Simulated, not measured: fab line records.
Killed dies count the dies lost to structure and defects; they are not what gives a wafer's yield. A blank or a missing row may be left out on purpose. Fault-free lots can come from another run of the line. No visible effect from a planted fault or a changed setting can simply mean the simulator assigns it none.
Which tool is to blame? / flow sfqLine / 45 wafers from 15 lots sampled at 7 of the route's 325 steps

WHAT THE GAUGES READ, wafer by wafer
SFQ_I6_BOW_MEAS_941.
lot=L914; measured=day 65 17:46; on=filmMetro-01; I6_BOW (um)=-4 7 2
lot=L915; measured=day 65 20:46; on=filmMetro-01; I6_BOW (um)=21 21 18
lot=L916; measured=day 65 23:47; on=filmMetro-01; I6_BOW (um)=17 19 27
lot=L917; measured=day 66 02:46; on=filmMetro-02; I6_BOW (um)=4 4 1
lot=L918; measured=day 66 11:49; on=filmMetro-01; I6_BOW (um)=10 3 4
lot=L920; measured=day 66 15:07; on=filmMetro-01; I6_BOW (um)=15 10 11
lot=L923; measured=day 68 10:30; on=filmMetro-02; I6_BOW (um)=3 -1 3
lot=L926; measured=day 69 02:51; on=filmMetro-01; I6_BOW (um)=0 0 0
lot=L927; measured=day 69 08:51; on=filmMetro-01; I6_BOW (um)=18 7 6
lot=L928; measured=day 69 10:48; on=filmMetro-02; I6_BOW (um)=0 -6 -13
lot=L929; measured=day 69 12:01; on=filmMetro-01; I6_BOW (um)=10 -12 10
lot=L930; measured=day 69 19:18; on=filmMetro-01; I6_BOW (um)=14 21 10
lot=L931; measured=day 69 21:44; on=filmMetro-01; I6_BOW (um)=28 25 23
lot=L932; measured=day 70 01:19; on=filmMetro-02; I6_BOW (um)=-6 -2 7
lot=L935; measured=day 70 21:06; on=filmMetro-02; I6_BOW (um)=14 10 4

SFQ_I7_BOW_MEAS_946.
lot=L914; measured=day 67 09:07; on=filmMetro-01; I7_BOW (um)=-5 6 2
lot=L915; measured=day 67 16:26; on=filmMetro-01; I7_BOW (um)=20 19 16
lot=L916; measured=day 67 19:28; on=filmMetro-01; I7_BOW (um)=19 22 29
lot=L917; measured=day 67 22:26; on=filmMetro-03; I7_BOW (um)=8 8 3
lot=L918; measured=day 68 04:30; on=filmMetro-01; I7_BOW (um)=8 0 2
lot=L920; measured=day 68 10:07; on=filmMetro-03; I7_BOW (um)=17 13 13
lot=L923; measured=day 69 13:52; on=filmMetro-03; I7_BOW (um)=4 -1 4
lot=L926; measured=day 70 00:06; on=filmMetro-01; I7_BOW (um)=3 4 2
lot=L927; measured=day 70 04:18; on=filmMetro-01; I7_BOW (um)=24 13 12
lot=L928; measured=day 70 06:06; on=filmMetro-03; I7_BOW (um)=-5 -10 -17
lot=L929; measured=day 70 08:31; on=filmMetro-03; I7_BOW (um)=15 -10 14
lot=L930; measured=day 70 12:06; on=filmMetro-03; I7_BOW (um)=14 20 9
lot=L931; measured=day 70 17:40; on=filmMetro-03; I7_BOW (um)=29 25 25
lot=L932; measured=day 70 20:37; on=filmMetro-01; I7_BOW (um)=-9 -4 5
lot=L935; measured=day 71 13:35; on=filmMetro-03; I7_BOW (um)=17 14 6

TOOL THAT RAN EACH LOT (tool first, then ch and the chambers of the sampled wafers, then the start)
lot=L914; SFQ_TRILAYER_M4_BARC_OPEN_METAL_ETCH_123=rieMetal-03 ch 0,1, day 34 22:11; SFQ_TRILAYER_M4_ETCH_METAL_ETCH_096=rieMetal-03 ch 0,1, day 34 22:15; SFQ_TRILAYER_I4_VIA_LITHO_EXPOSE_104=krfScanner-01 ch 0, day 40 16:49; SFQ_TRILAYER_I4_VIA_ETCH_VIA_ETCH_106=rieDiel-03 ch 1,2,3, day 40 18:24; SFQ_TRILAYER_JJ_CE_METRO_MEASURE_117=cdSem-02, day 41 13:43
lot=L915; SFQ_TRILAYER_M4_BARC_OPEN_METAL_ETCH_123=rieMetal-02 ch 0,1, day 35 05:23; SFQ_TRILAYER_M4_ETCH_METAL_ETCH_096=rieMetal-02 ch 0,1, day 35 05:27; SFQ_TRILAYER_I4_VIA_LITHO_EXPOSE_104=krfScanner-01 ch 0, day 41 04:49; SFQ_TRILAYER_I4_VIA_ETCH_VIA_ETCH_106=rieDiel-03 ch 0,3, day 41 06:24; SFQ_TRILAYER_JJ_CE_METRO_MEASURE_117=cdSem-01, day 41 19:43
lot=L916; SFQ_TRILAYER_M4_BARC_OPEN_METAL_ETCH_123=rieMetal-03 ch 0,1, day 35 15:46; SFQ_TRILAYER_M4_ETCH_METAL_ETCH_096=rieMetal-03 ch 0,1, day 35 15:50; SFQ_TRILAYER_I4_VIA_LITHO_EXPOSE_104=krfScanner-01 ch 0, day 41 20:12; SFQ_TRILAYER_I4_VIA_ETCH_VIA_ETCH_106=rieDiel-03 ch 0,1,3, day 41 21:34; SFQ_TRILAYER_JJ_CE_METRO_MEASURE_117=cdSem-02, day 42 02:38
lot=L917; SFQ_TRILAYER_M4_BARC_OPEN_METAL_ETCH_123=rieMetal-02 ch 0,1, day 36 05:34; SFQ_TRILAYER_M4_ETCH_METAL_ETCH_096=rieMetal-02 ch 0,1, day 36 05:38; SFQ_TRILAYER_I4_VIA_LITHO_EXPOSE_104=krfScanner-01 ch 0, day 42 12:48; SFQ_TRILAYER_I4_VIA_ETCH_VIA_ETCH_106=rieDiel-02 ch 0,2, day 42 14:22; SFQ_TRILAYER_JJ_CE_METRO_MEASURE_117=cdSem-02, day 46 15:40
lot=L918; SFQ_TRILAYER_M4_BARC_OPEN_METAL_ETCH_123=rieMetal-03 ch 0,1, day 36 16:41; SFQ_TRILAYER_M4_ETCH_METAL_ETCH_096=rieMetal-03 ch 0,1, day 36 16:47; SFQ_TRILAYER_I4_VIA_LITHO_EXPOSE_104=krfScanner-02 ch 0, day 43 06:10; SFQ_TRILAYER_I4_VIA_ETCH_VIA_ETCH_106=rieDiel-01 ch 0,1,3, day 43 07:12; SFQ_TRILAYER_JJ_CE_METRO_MEASURE_117=cdSem-01, day 47 21:19
lot=L920; SFQ_TRILAYER_M4_BARC_OPEN_METAL_ETCH_123=rieMetal-04 ch 0,1, day 37 04:46; SFQ_TRILAYER_M4_ETCH_METAL_ETCH_096=rieMetal-04 ch 0,1, day 37 04:50; SFQ_TRILAYER_I4_VIA_LITHO_EXPOSE_104=krfScanner-02 ch 0, day 43 17:34; SFQ_TRILAYER_I4_VIA_ETCH_VIA_ETCH_106=rieDiel-02 ch 0,2,3, day 43 19:08; SFQ_TRILAYER_JJ_CE_METRO_MEASURE_117=cdSem-01, day 48 18:34
lot=L923; SFQ_TRILAYER_M4_BARC_OPEN_METAL_ETCH_123=rieMetal-02 ch 1, day 38 01:08; SFQ_TRILAYER_M4_ETCH_METAL_ETCH_096=rieMetal-02 ch 1, day 38 01:19; SFQ_TRILAYER_I4_VIA_LITHO_EXPOSE_104=krfScanner-02 ch 0, day 44 14:34; SFQ_TRILAYER_I4_VIA_ETCH_VIA_ETCH_106=rieDiel-02 ch 2,3, day 44 15:32; SFQ_TRILAYER_JJ_CE_METRO_MEASURE_117=cdSem-02, day 49 22:18
lot=L926; SFQ_TRILAYER_M4_BARC_OPEN_METAL_ETCH_123=rieMetal-04 ch 0,1, day 38 10:40; SFQ_TRILAYER_M4_ETCH_METAL_ETCH_096=rieMetal-04 ch 0,1, day 38 10:44; SFQ_TRILAYER_I4_VIA_LITHO_EXPOSE_104=krfScanner-02 ch 0, day 45 04:22; SFQ_TRILAYER_I4_VIA_ETCH_VIA_ETCH_106=rieDiel-03 ch 1,2,3, day 45 05:56; SFQ_TRILAYER_JJ_CE_METRO_MEASURE_117=cdSem-01, day 50 19:25
lot=L927; SFQ_TRILAYER_M4_BARC_OPEN_METAL_ETCH_123=rieMetal-03 ch 0,1, day 38 15:28; SFQ_TRILAYER_M4_ETCH_METAL_ETCH_096=rieMetal-03 ch 0,1, day 38 15:32; SFQ_TRILAYER_I4_VIA_LITHO_EXPOSE_104=krfScanner-02 ch 0, day 45 06:46; SFQ_TRILAYER_I4_VIA_ETCH_VIA_ETCH_106=rieDiel-01 ch 1,3, day 45 08:20; SFQ_TRILAYER_JJ_CE_METRO_MEASURE_117=cdSem-02, day 51 00:13
lot=L928; SFQ_TRILAYER_M4_BARC_OPEN_METAL_ETCH_123=rieMetal-04 ch 0,1, day 39 02:16; SFQ_TRILAYER_M4_ETCH_METAL_ETCH_096=rieMetal-04 ch 0,1, day 39 02:20; SFQ_TRILAYER_I4_VIA_LITHO_EXPOSE_104=krfScanner-02, day 45 22:22; SFQ_TRILAYER_I4_VIA_ETCH_VIA_ETCH_106=rieDiel-02 ch 0,1,3, day 45 23:56; SFQ_TRILAYER_JJ_CE_METRO_MEASURE_117=cdSem-01, day 51 20:37
lot=L929; SFQ_TRILAYER_M4_BARC_OPEN_METAL_ETCH_123=rieMetal-03 ch 0,1, day 39 05:52; SFQ_TRILAYER_M4_ETCH_METAL_ETCH_096=rieMetal-03 ch 0,1, day 39 05:56; SFQ_TRILAYER_I4_VIA_LITHO_EXPOSE_104=krfScanner-02, day 46 04:34; SFQ_TRILAYER_I4_VIA_ETCH_VIA_ETCH_106=rieDiel-02 ch 0,2, day 46 05:56; SFQ_TRILAYER_JJ_CE_METRO_MEASURE_117=cdSem-02, day 52 04:01
lot=L930; SFQ_TRILAYER_M4_BARC_OPEN_METAL_ETCH_123=rieMetal-03 ch 0,1, day 39 11:40; SFQ_TRILAYER_M4_ETCH_METAL_ETCH_096=rieMetal-03 ch 0,1, day 39 11:44; SFQ_TRILAYER_I4_VIA_LITHO_EXPOSE_104=krfScanner-01, day 46 10:31; SFQ_TRILAYER_I4_VIA_ETCH_VIA_ETCH_106=rieDiel-01 ch 1,2, day 46 12:06; SFQ_TRILAYER_JJ_CE_METRO_MEASURE_117=cdSem-01, day 52 14:37
lot=L931; SFQ_TRILAYER_M4_BARC_OPEN_METAL_ETCH_123=rieMetal-03 ch 0,1, day 39 17:41; SFQ_TRILAYER_M4_ETCH_METAL_ETCH_096=rieMetal-03 ch 0,1, day 39 17:47; SFQ_TRILAYER_I4_VIA_LITHO_EXPOSE_104=krfScanner-01 ch 0, day 46 22:55; SFQ_TRILAYER_I4_VIA_ETCH_VIA_ETCH_106=rieDiel-03 ch 0,3, day 47 00:06; SFQ_TRILAYER_JJ_CE_METRO_MEASURE_117=cdSem-02, day 53 07:49
lot=L932; SFQ_TRILAYER_M4_BARC_OPEN_METAL_ETCH_123=rieMetal-04 ch 0,1, day 39 21:16; SFQ_TRILAYER_M4_ETCH_METAL_ETCH_096=rieMetal-04 ch 0,1, day 39 21:20; SFQ_TRILAYER_I4_VIA_LITHO_EXPOSE_104=krfScanner-02 ch 0, day 47 08:15; SFQ_TRILAYER_I4_VIA_ETCH_VIA_ETCH_106=rieDiel-03 ch 1,2,3, day 47 09:49; SFQ_TRILAYER_JJ_CE_METRO_MEASURE_117=cdSem-01, day 53 20:45
lot=L935; SFQ_TRILAYER_M4_BARC_OPEN_METAL_ETCH_123=rieMetal-02 ch 0,1, day 40 18:58; SFQ_TRILAYER_M4_ETCH_METAL_ETCH_096=rieMetal-02 ch 0,1, day 40 19:02; SFQ_TRILAYER_I4_VIA_LITHO_EXPOSE_104=krfScanner-01 ch 0, day 48 23:01; SFQ_TRILAYER_I4_VIA_ETCH_VIA_ETCH_106=rieDiel-02 ch 0,1, day 49 00:36; SFQ_TRILAYER_JJ_CE_METRO_MEASURE_117=cdSem-02, day 55 11:31
- SFQ_TRILAYER_M4_BARC_OPEN_METAL_ETCH_123: etches BARC in O2, target depth 125 nm, time 41.7 s.
- SFQ_TRILAYER_M4_ETCH_METAL_ETCH_096: etches Nb in Cl2/Ar, stops on SiO2, target depth 240 nm, time 120 s.
- SFQ_TRILAYER_I4_VIA_LITHO_EXPOSE_104: exposes mask I4, target cd 700 nm.
- SFQ_TRILAYER_I4_VIA_ETCH_VIA_ETCH_106: etches SiO2 in CHF3, stops on Nb, target depth 260 nm.
- SFQ_TRILAYER_JJ_CE_METRO_MEASURE_117

WHAT THE TOOLS THEMSELVES READ (means of the sampled wafers that have a number; where no wafer has one, the mark that the record gives instead)
SFQ_TRILAYER_M4_BARC_OPEN_METAL_ETCH_123.
lot=L914; tool=rieMetal-03; biasW (W)=80.00; chamberPressureMTorr (mTorr)=9.996; drypumpMotorCurrentA (A)=5.4; oesProductAu (a.u.)=0.690
lot=L915; tool=rieMetal-02; biasW (W)=80.02; chamberPressureMTorr (mTorr)=10.001; drypumpMotorCurrentA (A)=5.8; oesProductAu (a.u.)=0.684
lot=L916; tool=rieMetal-03; biasW (W)=79.84; chamberPressureMTorr (mTorr)=9.996; drypumpMotorCurrentA (A)=5.4; oesProductAu (a.u.)=0.679
lot=L917; tool=rieMetal-02; biasW (W)=80.02; chamberPressureMTorr (mTorr)=10.003; drypumpMotorCurrentA (A)=5.8; oesProductAu (a.u.)=0.683
lot=L918; tool=rieMetal-03; biasW (W)=80.17; chamberPressureMTorr (mTorr)=10.004; drypumpMotorCurrentA (A)=5.4; oesProductAu (a.u.)=0.683
lot=L920; tool=rieMetal-04; biasW (W)=79.93; chamberPressureMTorr (mTorr)=9.998; drypumpMotorCurrentA (A)=5.0; oesProductAu (a.u.)=0.682
lot=L923; tool=rieMetal-02; biasW (W)=79.90; chamberPressureMTorr (mTorr)=10.009; drypumpMotorCurrentA (A)=5.9; oesProductAu (a.u.)=0.688
lot=L926; tool=rieMetal-04; biasW (W)=79.92; chamberPressureMTorr (mTorr)=10.008; drypumpMotorCurrentA (A)=5.0; oesProductAu (a.u.)=0.682
lot=L927; tool=rieMetal-03; biasW (W)=80.21; chamberPressureMTorr (mTorr)=9.991; drypumpMotorCurrentA (A)=5.4; oesProductAu (a.u.)=0.686
lot=L928; tool=rieMetal-04; biasW (W)=-; chamberPressureMTorr (mTorr)=-; drypumpMotorCurrentA (A)=-; oesProductAu (a.u.)=-
lot=L929; tool=rieMetal-03; biasW (W)=-; chamberPressureMTorr (mTorr)=-; drypumpMotorCurrentA (A)=-; oesProductAu (a.u.)=-
lot=L930; tool=rieMetal-03; biasW (W)=-; chamberPressureMTorr (mTorr)=-; drypumpMotorCurrentA (A)=-; oesProductAu (a.u.)=-
lot=L931; tool=rieMetal-03; biasW (W)=80.01; chamberPressureMTorr (mTorr)=10.003; drypumpMotorCurrentA (A)=5.3; oesProductAu (a.u.)=0.679
lot=L932; tool=rieMetal-04; biasW (W)=79.79; chamberPressureMTorr (mTorr)=9.997; drypumpMotorCurrentA (A)=5.0; oesProductAu (a.u.)=0.683
lot=L935; tool=rieMetal-02; biasW (W)=80.01; chamberPressureMTorr (mTorr)=9.990; drypumpMotorCurrentA (A)=5.9; oesProductAu (a.u.)=0.687

SFQ_TRILAYER_M4_ETCH_METAL_ETCH_096.
lot=L914; tool=rieMetal-03; biasW (W)=80.15; chamberPressureMTorr (mTorr)=10.007; drypumpMotorCurrentA (A)=5.4; oesProductAu (a.u.)=0.891
lot=L915; tool=rieMetal-02; biasW (W)=79.85; chamberPressureMTorr (mTorr)=9.999; drypumpMotorCurrentA (A)=5.8; oesProductAu (a.u.)=0.890
lot=L916; tool=rieMetal-03; biasW (W)=79.89; chamberPressureMTorr (mTorr)=10.009; drypumpMotorCurrentA (A)=5.4; oesProductAu (a.u.)=0.904
lot=L917; tool=rieMetal-02; biasW (W)=80.04; chamberPressureMTorr (mTorr)=9.995; drypumpMotorCurrentA (A)=5.8; oesProductAu (a.u.)=0.895
lot=L918; tool=rieMetal-03; biasW (W)=79.81; chamberPressureMTorr (mTorr)=9.992; drypumpMotorCurrentA (A)=5.4; oesProductAu (a.u.)=0.884
lot=L920; tool=rieMetal-04; biasW (W)=79.83; chamberPressureMTorr (mTorr)=9.988; drypumpMotorCurrentA (A)=4.9; oesProductAu (a.u.)=0.897
lot=L923; tool=rieMetal-02; biasW (W)=79.77; chamberPressureMTorr (mTorr)=10.001; drypumpMotorCurrentA (A)=5.9; oesProductAu (a.u.)=0.897
lot=L926; tool=rieMetal-04; biasW (W)=80.05; chamberPressureMTorr (mTorr)=10.008; drypumpMotorCurrentA (A)=5.0; oesProductAu (a.u.)=0.901
lot=L927; tool=rieMetal-03; biasW (W)=80.09; chamberPressureMTorr (mTorr)=10.008; drypumpMotorCurrentA (A)=5.4; oesProductAu (a.u.)=0.889
lot=L928; tool=rieMetal-04; biasW (W)=80.14; chamberPressureMTorr (mTorr)=10.002; drypumpMotorCurrentA (A)=5.0; oesProductAu (a.u.)=0.373
lot=L929; tool=rieMetal-03; biasW (W)=79.99; chamberPressureMTorr (mTorr)=10.000; drypumpMotorCurrentA (A)=5.4; oesProductAu (a.u.)=0.374
lot=L930; tool=rieMetal-03; biasW (W)=80.05; chamberPressureMTorr (mTorr)=9.998; drypumpMotorCurrentA (A)=5.3; oesProductAu (a.u.)=0.375
lot=L931; tool=rieMetal-03; biasW (W)=79.69; chamberPressureMTorr (mTorr)=10.002; drypumpMotorCurrentA (A)=5.3; oesProductAu (a.u.)=0.887
lot=L932; tool=rieMetal-04; biasW (W)=79.99; chamberPressureMTorr (mTorr)=9.996; drypumpMotorCurrentA (A)=5.0; oesProductAu (a.u.)=0.907
lot=L935; tool=rieMetal-02; biasW (W)=80.04; chamberPressureMTorr (mTorr)=10.010; drypumpMotorCurrentA (A)=5.9; oesProductAu (a.u.)=0.892

SFQ_TRILAYER_I4_VIA_LITHO_EXPOSE_104.
lot=L914; tool=krfScanner-01; exposureDoseMJCm2=21.306; focusOffsetNm (nm)=-0.3
lot=L915; tool=krfScanner-01; exposureDoseMJCm2=21.276; focusOffsetNm (nm)=-0.1
lot=L916; tool=krfScanner-01; exposureDoseMJCm2=21.299; focusOffsetNm (nm)=0.1
lot=L917; tool=krfScanner-01; exposureDoseMJCm2=21.287; focusOffsetNm (nm)=-1.2
lot=L918; tool=krfScanner-02; exposureDoseMJCm2=21.274; focusOffsetNm (nm)=-0.2
lot=L920; tool=krfScanner-02; exposureDoseMJCm2=21.284; focusOffsetNm (nm)=0.7
lot=L923; tool=krfScanner-02; exposureDoseMJCm2=21.316; focusOffsetNm (nm)=0.6
lot=L926; tool=krfScanner-02; exposureDoseMJCm2=21.283; focusOffsetNm (nm)=-0.5
lot=L927; tool=krfScanner-02; exposureDoseMJCm2=21.288; focusOffsetNm (nm)=-0.4
lot=L928; tool=krfScanner-02; exposureDoseMJCm2=-; focusOffsetNm (nm)=-
lot=L929; tool=krfScanner-02; exposureDoseMJCm2=-; focusOffsetNm (nm)=-
lot=L930; tool=krfScanner-01; exposureDoseMJCm2=-; focusOffsetNm (nm)=-
lot=L931; tool=krfScanner-01; exposureDoseMJCm2=21.302; focusOffsetNm (nm)=0.1
lot=L932; tool=krfScanner-02; exposureDoseMJCm2=21.319; focusOffsetNm (nm)=0.2
lot=L935; tool=krfScanner-01; exposureDoseMJCm2=21.318; focusOffsetNm (nm)=-0.4

SFQ_TRILAYER_I4_VIA_ETCH_VIA_ETCH_106.
lot=L914; tool=rieDiel-03; biasW (W)=80.04; chamberPressureMTorr (mTorr)=30.022; drypumpMotorCurrentA (A)=5.7; oesProductAu (a.u.)=0.854
lot=L915; tool=rieDiel-03; biasW (W)=80.09; chamberPressureMTorr (mTorr)=30.002; drypumpMotorCurrentA (A)=5.5; oesProductAu (a.u.)=0.854
lot=L916; tool=rieDiel-03; biasW (W)=80.09; chamberPressureMTorr (mTorr)=30.003; drypumpMotorCurrentA (A)=5.4; oesProductAu (a.u.)=0.857
lot=L917; tool=rieDiel-02; biasW (W)=79.94; chamberPressureMTorr (mTorr)=30.013; drypumpMotorCurrentA (A)=5.9; oesProductAu (a.u.)=0.858
lot=L918; tool=rieDiel-01; biasW (W)=79.82; chamberPressureMTorr (mTorr)=30.001; drypumpMotorCurrentA (A)=5.9; oesProductAu (a.u.)=0.856
lot=L920; tool=rieDiel-02; biasW (W)=79.77; chamberPressureMTorr (mTorr)=30.002; drypumpMotorCurrentA (A)=5.9; oesProductAu (a.u.)=0.857
lot=L923; tool=rieDiel-02; biasW (W)=80.01; chamberPressureMTorr (mTorr)=29.987; drypumpMotorCurrentA (A)=5.8; oesProductAu (a.u.)=0.853
lot=L926; tool=rieDiel-03; biasW (W)=79.89; chamberPressureMTorr (mTorr)=30.006; drypumpMotorCurrentA (A)=5.6; oesProductAu (a.u.)=0.854
lot=L927; tool=rieDiel-01; biasW (W)=80.22; chamberPressureMTorr (mTorr)=30.013; drypumpMotorCurrentA (A)=6.1; oesProductAu (a.u.)=0.857
lot=L928; tool=rieDiel-02; biasW (W)=79.81; chamberPressureMTorr (mTorr)=30.008; drypumpMotorCurrentA (A)=5.8; oesProductAu (a.u.)=0.380
lot=L929; tool=rieDiel-02; biasW (W)=80.06; chamberPressureMTorr (mTorr)=30.017; drypumpMotorCurrentA (A)=6.0; oesProductAu (a.u.)=0.375
lot=L930; tool=rieDiel-01; biasW (W)=79.84; chamberPressureMTorr (mTorr)=30.024; drypumpMotorCurrentA (A)=5.8; oesProductAu (a.u.)=0.377
lot=L931; tool=rieDiel-03; biasW (W)=79.77; chamberPressureMTorr (mTorr)=30.032; drypumpMotorCurrentA (A)=5.5; oesProductAu (a.u.)=0.857
lot=L932; tool=rieDiel-03; biasW (W)=79.96; chamberPressureMTorr (mTorr)=29.980; drypumpMotorCurrentA (A)=5.7; oesProductAu (a.u.)=0.856
lot=L935; tool=rieDiel-02; biasW (W)=80.04; chamberPressureMTorr (mTorr)=29.993; drypumpMotorCurrentA (A)=5.9; oesProductAu (a.u.)=0.853

SFQ_TRILAYER_JJ_CE_METRO_MEASURE_117.
lot=L914; tool=cdSem-02; cdNm (nm)=702.4
lot=L915; tool=cdSem-01; cdNm (nm)=700.5
lot=L916; tool=cdSem-02; cdNm (nm)=700.0
lot=L917; tool=cdSem-02; cdNm (nm)=699.2
lot=L918; tool=cdSem-01; cdNm (nm)=701.2
lot=L920; tool=cdSem-01; cdNm (nm)=701.2
lot=L923; tool=cdSem-02; cdNm (nm)=701.3
lot=L926; tool=cdSem-01; cdNm (nm)=699.0
lot=L927; tool=cdSem-02; cdNm (nm)=698.8
lot=L928; tool=cdSem-01; cdNm (nm)=-
lot=L929; tool=cdSem-02; cdNm (nm)=-
lot=L930; tool=cdSem-01; cdNm (nm)=-
lot=L931; tool=cdSem-02; cdNm (nm)=700.4
lot=L932; tool=cdSem-01; cdNm (nm)=699.5
lot=L935; tool=cdSem-02; cdNm (nm)=696.9

THE ANSWER, worked out from the rows above alone
Rule: usual is defined by the lots themselves. The widest of any qualifying gaps counts: lots, ordered by their means at a reading, are off when they make up no more than a third of the lots, leave a main group of 4 or more, and stand apart from it by 3 or more times the standard deviation of that group's means. If all means in a main group match to the digits the tables above print for the reading, that group is not used. Also off: a lot with no number at a reading for which 4 or more lots have one. All remaining lots with rows at the step are treated as sound. Order of review: gauges by route order, followed by the tools' own readings, for which a lot's mean as printed above is used. The first step at which some lot is off is used, and at that step the reading that is off furthest; a lot without a number counts as furthest.
Off: L928, L929, L930, at SFQ_TRILAYER_M4_BARC_OPEN_METAL_ETCH_123 (biasW). Without a number there: L928, L929, L930. The main group: mean 79.98 W, standard deviation 0.12.
A tool fits if, at that step or a process step before it, it ran every lot that is off, and no sound lot after the first of them. Not one of the candidates tried fits.

WHAT THE SIMULATOR HAD PUT IN
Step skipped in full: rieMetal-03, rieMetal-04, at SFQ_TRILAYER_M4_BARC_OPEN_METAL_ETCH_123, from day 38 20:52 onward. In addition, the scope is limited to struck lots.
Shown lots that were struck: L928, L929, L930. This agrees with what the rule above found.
